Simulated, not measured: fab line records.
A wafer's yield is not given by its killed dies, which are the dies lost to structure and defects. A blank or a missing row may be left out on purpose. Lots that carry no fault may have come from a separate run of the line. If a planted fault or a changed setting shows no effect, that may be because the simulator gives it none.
Chamber matching || flow sfqLine || rieDiel-03 running SFQ_TRILAYER_I4_VIA_ETCH_VIA_ETCH_106: 4 sister chambers
The step etches SiO2 in CHF3, stops on Nb, target depth 260 nm. 7 wafers are shown with their chamber, then 7 later ones without.

## WAFERS, EACH WITH ITS CHAMBER
{"wafer": "L686.6", "chamber": 0, "drypumpMotorCurrentA (A)": 5.3, "biasW (W)": 79.93}
{"wafer": "L689.6", "chamber": 2, "drypumpMotorCurrentA (A)": 5.7, "biasW (W)": 79.62}
{"wafer": "L692.6", "chamber": 0, "drypumpMotorCurrentA (A)": 5.3, "biasW (W)": 80.16}
{"wafer": "L698.5", "chamber": 1, "drypumpMotorCurrentA (A)": 6.8, "biasW (W)": 79.99}
{"wafer": "L698.6", "chamber": 3, "drypumpMotorCurrentA (A)": 5.3, "biasW (W)": 79.84}
{"wafer": "L699.1", "chamber": 3, "drypumpMotorCurrentA (A)": 5.2, "biasW (W)": 79.97}
{"wafer": "L699.4", "chamber": 1, "drypumpMotorCurrentA (A)": 6.7, "biasW (W)": 80.04}

## WAFERS WITHOUT THEIR CHAMBER
{"wafer": "L699.6", "drypumpMotorCurrentA (A)": 5.7, "biasW (W)": 79.49}
{"wafer": "L702.2", "drypumpMotorCurrentA (A)": 5.7, "biasW (W)": 79.88}
{"wafer": "L702.4", "drypumpMotorCurrentA (A)": 5.2, "biasW (W)": 80.20}
{"wafer": "L702.6", "drypumpMotorCurrentA (A)": 5.7, "biasW (W)": 80.25}
{"wafer": "L703.1", "drypumpMotorCurrentA (A)": 6.8, "biasW (W)": 80.17}
{"wafer": "L703.3", "drypumpMotorCurrentA (A)": 5.2, "biasW (W)": 79.99}
{"wafer": "L703.5", "drypumpMotorCurrentA (A)": 5.2, "biasW (W)": 79.51}

## THE CHAMBER EACH PASSED THROUGH
{"wafer": "L699.6", "from the rows above": 2, "in truth": 2}
{"wafer": "L702.2", "from the rows above": 2, "in truth": 2}
{"wafer": "L702.4", "from the rows above": "can't be placed: 0 or 3", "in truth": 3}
{"wafer": "L702.6", "from the rows above": "can't be placed: 2 or 0", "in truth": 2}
{"wafer": "L703.1", "from the rows above": 1, "in truth": 1}
{"wafer": "L703.3", "from the rows above": "can't be placed: 3 or 0", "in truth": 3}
{"wafer": "L703.5", "from the rows above": "can't be placed: 3 or 0", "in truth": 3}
Placed correctly: 3 of 7. From these rows, 4 cannot be placed; in 4 the true chamber is one of the candidates. Number placed wrongly: 0.
How it was worked out, from the rows above alone: a wafer's distance from a chamber is the root of the sum, over the readings, of the square of ((its reading less the chamber's mean) divided by the reading's scatter). If the next closest chamber is less than 2 further off than the closest, the wafer can't be placed; otherwise it belongs to the closest. A chamber's mean is the mean of its shown wafers. The scatter: take each reading less its chamber's mean, square it, sum over the shown wafers, divide by the number of wafers less the number of chambers, and take the root.
